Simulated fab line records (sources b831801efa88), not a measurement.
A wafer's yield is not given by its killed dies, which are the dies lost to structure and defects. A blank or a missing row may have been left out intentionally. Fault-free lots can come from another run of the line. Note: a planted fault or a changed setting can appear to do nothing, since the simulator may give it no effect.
Struck lot and sound lot, side by side :: flow sfqLine :: 14 steps out of a route of 325
Sound: the wafers L631.2, L631.5, L631.6. Struck: wafers L625.4, L625.6. (L625.5 of the same lot was not struck and is left out.) The cause comes at the end.
Each step with rows lists, per side, the tool, then ch with its chambers, then its first start. Under that, the readings that differ: sound wafers :: struck wafers :: difference of the means :: sigmas: that difference in standard deviations of wafers without a fault.
alike: words and numbers the same on both sides, and readings whose means are apart by under 2 such deviations; not compared: readings that were withheld, readings missing a value for some wafer, numbers with overlapping values and no deviation given by the record, and bounds like >300 which may hide the same value.
The two part at a step that has a row with sigmas, a row that says differs or no value, or rows on one side only. Numbers that have no deviation but don't overlap get no sigmas and don't part them. A reading missing from all wafers of one side parts the sides only when that side holds two or more wafers.

first, 2 steps without rows for these wafers: SFQ_TRILAYER_I2_VIA_STRIP_SOLV_CLEAN_072 (cleans in NMP, time 600 s); SFQ_TRILAYER_M3_DEP_PRE_CLEAN_074 (time 22.5 s).
SFQ_TRILAYER_M3_DEP_SPUTTER_073: material Nb, target thk 200 nm, time 133.3 s.
  sound on pvdSputter-04 at day 41 08:22; struck on pvdSputter-05 at day 40 02:24
  alike: resputterCathodeVoltageV, throttleValvePct
SFQ_M3_RS_MEAS_919: uses a four-point probe to measure.
  sound on filmMetro-01 at day 41 08:29; struck on filmMetro-03 at day 40 02:33
reading: M3_NB_RS (ohm/sq)
sound: 0.904 0.901 0.899
struck: 0.874 0.884
difference: -0.022
sigmas: -2
then, 6 steps without rows for these wafers: SFQ_TRILAYER_M3_LITHO_COAT_080 (resist thk 62 nm); SFQ_TRILAYER_M3_LITHO_COAT_075 (resist thk 600 nm); SFQ_TRILAYER_M3_LITHO_SOFTBAKE_079; SFQ_TRILAYER_M3_LITHO_EXPOSE_076 (exposes mask M3, target cd 500 nm); SFQ_TRILAYER_M3_LITHO_PEB_078 (peb time 60 s); SFQ_TRILAYER_M3_LITHO_DEVELOP_077 (time 60 s).
SFQ_M3_OVL_MEAS_921:
  sound on overlay-01 at day 47 07:12; struck on overlay-01 at day 40 08:20
  alike: M3_OVL
SFQ_TRILAYER_M3_BARC_OPEN_METAL_ETCH_100: etches BARC in O2, target depth 125 nm, time 41.7 s.
  sound on rieMetal-02 ch 0,1, day 47 07:14; struck on rieMetal-03 ch 1, day 40 08:23
reading: oesProductAu (a.u.)
sound: 0.693 0.686 0.685
struck: 0.621 0.620
difference: -0.068
sigmas: -15

reading: runLengthS (s)
sound: 70.0 69.5 70.3
struck: 80.3 80.1
difference: +10.3
sigmas: +23

reading: model.KrF_of_TRILAYER_M3_LITHO_COAT_075.thkNm (nm)
sound: 521.8 524.3 523.6
struck: 508.9 510.4
difference: -13.6
sigmas: 
  alike: drypumpMotorCurrentA, heBacksideLeakSccm
  not compared: rfHoursCounterH
SFQ_TRILAYER_M3_ETCH_METAL_ETCH_078: etches Nb in Cl2/Ar, stops on SiO2, target depth 240 nm, time 120 s.
  sound on rieMetal-02 ch 0,1, day 47 07:17; struck on rieMetal-03 ch 1, day 40 08:28
reading: model.KrF_of_TRILAYER_M3_LITHO_COAT_075.thkNm (nm)
sound: 382.2 384.2 382.4
struck: 367.8 369.5
difference: -14.3
sigmas: 
  alike: drypumpMotorCurrentA, heBacksideLeakSccm, oesProductAu, runLengthS
  not compared: rfHoursCounterH
SFQ_TRILAYER_M3_STRIP_STRIP_079: strips in O2.
  sound on rieMetal-02 ch 0,1, day 47 07:25; struck on rieMetal-03 ch 1, day 40 08:45
  alike: drypumpMotorCurrentA, heBacksideLeakSccm, oesProductAu, platenTempC
  not compared: rfHoursCounterH

WHERE THEY PART
First at SFQ_M3_RS_MEAS_919; last, within this record, at SFQ_TRILAYER_M3_BARC_OPEN_METAL_ETCH_100. Later steps at which nothing parts them and some readings are alike: SFQ_TRILAYER_M3_ETCH_METAL_ETCH_078, SFQ_TRILAYER_M3_STRIP_STRIP_079.

WHY: what the simulator had put in
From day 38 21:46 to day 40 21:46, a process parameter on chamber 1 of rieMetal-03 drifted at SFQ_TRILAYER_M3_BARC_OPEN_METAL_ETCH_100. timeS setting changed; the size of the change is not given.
